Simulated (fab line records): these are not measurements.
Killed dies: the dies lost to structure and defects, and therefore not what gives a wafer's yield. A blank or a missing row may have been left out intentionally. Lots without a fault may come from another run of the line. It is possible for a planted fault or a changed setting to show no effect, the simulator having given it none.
Which tool was responsible?	flow gf180mcu	Sampling: 11 lots, 33 wafers, 3 of 602 route steps

== WHAT THE GAUGES READ, wafer by wafer ==
GF_PSD_TW_MEAS_11.
lot	measured	on	PSD_TW
L204	day 15 06:14	film metro-03	3164 3160 3164
L205	day 15 15:13	film metro-02	3165 3160 3168
L209	day 17 00:17	film metro-03	3153 3158 3141
L210	day 17 06:13	film metro-01	3130 3139 3141
L213	day 18 05:08	film metro-01	3047 3031 3036 3056 3051 3065
L215	day 19 05:07	film metro-01	3044 3049 3050 3048 3049 3056
L222	day 21 15:04	film metro-02	3155 3150 3164
L223	day 21 17:42	film metro-02	3157 3159 3165
L224	day 22 02:43	film metro-01	3112 3127 3140
L225	day 22 10:26	film metro-01	3121 3113 3153
L226	day 22 19:27	film metro-01	3127 3139 3132

== TOOL THAT RAN EACH LOT (tool first, then ch and the chambers of the sampled wafers, then the start) ==
lot	GF_PSD_IMPLANT_09	GF_PSD_STRIP_10
L204	implanter-02 ch 0, day 15 05:59	plasma asher-04 ch 0,1, day 15 06:08
L205	implanter-01 ch 0, day 15 14:58	plasma asher-01 ch 0,1, day 15 15:07
L209	implanter-01 ch 0, day 17 00:02	plasma asher-01 ch 0,1, day 17 00:11
L210	implanter-04 ch 0, day 17 05:59	plasma asher-01 ch 0,1, day 17 06:07
L213	implanter-04 ch 0, day 18 04:55	plasma asher-04 ch 0,1, day 18 05:02
L215	implanter-04 ch 0, day 19 04:54	plasma asher-02 ch 0,1, day 19 05:02
L222	implanter-04 ch 0, day 21 14:49	plasma asher-02 ch 1, day 21 14:57
L223	implanter-01 ch 0, day 21 17:27	plasma asher-01 ch 0,1, day 21 17:36
L224	implanter-04 ch 0, day 22 02:28	plasma asher-01 ch 0,1, day 22 02:37
L225	implanter-04 ch 0, day 22 10:11	plasma asher-01 ch 0,1, day 22 10:20
L226	implanter-02 ch 0, day 22 19:12	plasma asher-02 ch 0,1, day 22 19:21
- GF_PSD_IMPLANT_09
- GF_PSD_STRIP_10: strips in O2/N2.

== THE ANSWER, worked out from the rows above alone ==
Rule: the usual values come from the lots themselves. Put in order of their means at a reading, lots are off if they are a third of the lots or fewer, leave a main group of 4 or more, and stand apart from it by a gap of 3 or more times the standard deviation of the main group's means; of several such gaps the widest counts. If all means in a main group match to the digits the tables above print for the reading, that group is not used. Also off: a lot with no number at a reading for which 4 or more lots have one. Where the step has rows for the other lots, those lots are counted as sound.
Off: at GF_PSD_TW_MEAS_11 (PSD_TW), L213, L215. The main group: mean 3147, standard deviation 14.
A tool fits if, at a process step before that reading, it ran every lot that is off, and no sound lot after the first of them. Those tools and the gauges at GF_PSD_TW_MEAS_11 are tried in the same way. Of those tried, none fits.

== WHAT WAS PUT IN BY THE SIMULATOR ==
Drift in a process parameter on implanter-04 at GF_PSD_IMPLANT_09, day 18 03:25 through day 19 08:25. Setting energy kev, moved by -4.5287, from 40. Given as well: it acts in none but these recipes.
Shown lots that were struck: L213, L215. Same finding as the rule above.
